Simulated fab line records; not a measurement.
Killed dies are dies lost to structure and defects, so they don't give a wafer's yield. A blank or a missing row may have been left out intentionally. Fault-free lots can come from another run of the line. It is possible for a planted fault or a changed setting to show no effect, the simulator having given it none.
Comparing a struck lot with a sound one + flow sky130 + 37 steps out of a route of 708
Sound: the wafers L985.3, L985.5, L985.6. Struck: wafer L979.3. (L979.4, L979.5 of the same lot were not struck and are left out.) The cause comes at the end.
At each step with rows: each side's tool, then ch and its chambers, then its first start. Under that, the readings that differ: sound wafers + struck wafers + difference of the means + sigmas: that difference in standard deviations of wafers without a fault.
alike: a reading whose means differ by less than 2 such deviations, as well as words and numbers matching on both sides. not compared: withheld readings; readings where some wafer has no value; bounds like >300 that might hide an equal value; numbers whose values overlap and for which the record gives no deviation.
Wherever a step has rows on one side only, a row that says differs or no value, or a row with sigmas, the two part there. When numbers do not overlap yet have no deviation, they are printed without sigmas and do not part them. A reading missing from all wafers of one side parts the sides only when that side holds two or more wafers.

first, 9 steps without rows for these wafers: SKY_VIA3_SPUTTER_20 (material TiN, target thk 20 nm, time 80 s); SKY_VIA3_CVD_21 (deposits W, target thk 390 nm, time 117.31 s); SKY_VIA3_CMP_24 (polishes, stops on SiO2, t overpolish 20 s, target thk 0 nm); SKY_METAL4_SPUTTER_00 (material Ti, target thk 15 nm, time 10 s); SKY_METAL4_SPUTTER_01 (material TiN, target thk 20 nm, time 16.7 s); SKY_METAL4_SPUTTER_02 (material AlCu, target thk 735 nm, time 39.1 s); SKY_METAL4_SPUTTER_03 (material Ti, target thk 5 nm, time 3.3 s); SKY_METAL4_SPUTTER_04 (material TiN, target thk 70 nm, time 58.3 s); SKY_CAP2M_CVD_00 (deposits SiO2, target thk 15.5 nm).
SKY_CAP2M_SPUTTER_02: material TiN, target thk 200 nm, time 166.7 s.
  sound: pvd_sputter-02 at day 46 07:37; struck: pvd_sputter-04 at day 44 15:01
| reading                                   | sound           | struck | difference | sigmas |
|-------------------------------------------|-----------------|--------|------------|--------|
| model.TiN_of_CAP2M_SPUTTER_02.thk_nm (nm) | 199.4 202 202.4 | 331.8  | +130.5     |        |
  alike: throttle_valve_pct
SKY_CAP2M_RS_MEAS_03: measurement is done with a four-point probe.
  sound: film_metro-04 at day 46 07:46; struck: film_metro-04 at day 44 15:27
| reading               | sound          | struck | difference | sigmas |
|-----------------------|----------------|--------|------------|--------|
| CAP2M_TIN_RS (ohm/sq) | 6.95 6.85 6.83 | 4.14   | -2.74      | -30    |
  not compared: hold
SKY_CAP2M_THK_MEAS_04: measures by xrf.
  sound: film_metro-04 at day 46 07:52; struck: film_metro-04 at day 44 18:13
| reading            | sound             | struck | difference | sigmas |
|--------------------|-------------------|--------|------------|--------|
| CAP2M_TIN_THK (nm) | 199.7 202.1 201.7 | 333.5  | +132.3     | +49    |
  not compared: hold
then, 6 steps without rows for these wafers: SKY_CAP2M_HMDS_06 (prime time 60 s); SKY_CAP2M_COAT_07 (resist thk 1140 nm); SKY_CAP2M_SOFTBAKE_08 (time 60 s); SKY_CAP2M_EXPOSE_09 (exposes mask CAP2M, target cd 1000 nm); SKY_CAP2M_PEB_10; SKY_CAP2M_DEVELOP_11 (develop time 60 s).
SKY_CAP2M_METAL_ETCH_13: etches TiN in Cl2/BCl3, stops on SiO2, target depth 220 nm, time 62.9 s.
  sound on rie_metal-02 ch 0,1, day 47 03:41; struck on rie_metal-04 ch 1, day 45 12:01
| reading               | sound             | struck | difference | sigmas |
|-----------------------|-------------------|--------|------------|--------|
| oes_product_au (a.u.) | 0.934 0.946 0.947 | 0.973  | +0.031     | +4     |
  alike: bcl3_flow_sccm, drypump_motor_current_A, rf_fwd_power_W, throttle_valve_pct
  not compared: rf_hours_counter_h
then, 16 steps without rows for these wafers: SKY_CAP2M_STRIP_14 (strips in O2/N2); SKY_CAP2M_STRIP_15 (strips in post etch residue remover, time 1200 s); SKY_CAP2M_CLEAN_16 (cleans in IPA, time 180 s); SKY_CAP2M_CLEAN_17 (cleans in O3/DIW); SKY_METAL4_DEHYDRATE_05 (time 60 s); SKY_METAL4_HMDS_06 (prime time 60 s); SKY_METAL4_COAT_07 (resist thk 60 nm); SKY_METAL4_COAT_08 (resist thk 1140 nm); SKY_METAL4_SOFTBAKE_09 (time 90 s); SKY_METAL4_EXPOSE_10 (exposes mask MM4, target cd 300 nm); SKY_METAL4_PEB_11; SKY_METAL4_DEVELOP_12 (develop time 60 s); SKY_METAL4_DESCUM_15 (chemistry O2, time 8 s); SKY_METAL4_ETCH_16 (etches BARC in N2/H2, stops on SiO2, time 88.2 s, target depth 60 nm); SKY_METAL4_ETCH_17 (etches SiO2 in C4F8/O2/Ar, stops on TiN, time 3.9 s, target depth 15 nm); SKY_METAL4_METAL_ETCH_18 (etches the open film in Cl2/BCl3, stops on SiO2, target depth 845 nm, time 183.1 s).
SKY_METAL4_STRIP_20: strips in post etch residue remover, time 1200 s.
  sound on wet_bench-03 ch 0, day 48 00:30; struck on wet_bench-01 ch 2, day 46 10:21
| reading                                   | sound             | struck | difference | sigmas |
|-------------------------------------------|-------------------|--------|------------|--------|
| model.TiN_of_CAP2M_SPUTTER_02.thk_nm (nm) | 198.6 201.1 201.5 | 331    | +131       |        |
-- the record jumps here: 3 days lie between the struck wafers' starts before and after (it left off in module METAL4 and takes up again in module PAD_OPEN, whose first step shown is number 708 of the route) --
SKY_PAD_OPEN_PROBE_99:
  sound: prober-02 at day 51 02:25; struck: prober-02 at day 49 19:47
| reading                               | sound                   | struck | difference | sigmas |
|---------------------------------------|-------------------------|--------|------------|--------|
| model.etest.tester.sort_n_pass        | 412 412 405             | 0      | -410       |        |
| model.etest.tester.sort_yield_pct (%) | 83.74 83.74 82.32       | 0      | -83        |        |
| model.etest.tester.sort_bin_3_pct (%) | 0.4065 1.626 0.6098     | 55.67  | +54.79     |        |
| model.etest.tester.sort_bin_4_pct (%) | 0 0 0                   | 30.71  | +30.71     |        |
| model.etest.met4.line_ohm_um          | 0.1424 0.1442 0.1451    | 33.96  | +33.82     |        |
| model.etest.via4_chain.rc_ohm         | 0.8279 0.8084 0.8531    | 26.59  | +25.76     |        |
| model.etest.met4.rs_ohm_sq            | 0.04193 0.04249 0.04214 | 10.05  | +10.01     |        |
| model.etest.cap_mim2.plate_ohm_sq     | 6.037 5.968 5.88        | 3.662  | -2.300     |        |
  alike: defect_limited_yield, killed_at_M0_to_M3, killed_at_M4_up, killed_at_contacts, killed_at_front_end, killed_at_other, killed_dies, killed_open, killed_short

== WHERE THEY PART ==
First at SKY_CAP2M_RS_MEAS_03; last, within this record, at SKY_CAP2M_METAL_ETCH_13. Later steps at which nothing parts them and some readings are alike: SKY_PAD_OPEN_PROBE_99.

WHY: whatever the simulator had introduced
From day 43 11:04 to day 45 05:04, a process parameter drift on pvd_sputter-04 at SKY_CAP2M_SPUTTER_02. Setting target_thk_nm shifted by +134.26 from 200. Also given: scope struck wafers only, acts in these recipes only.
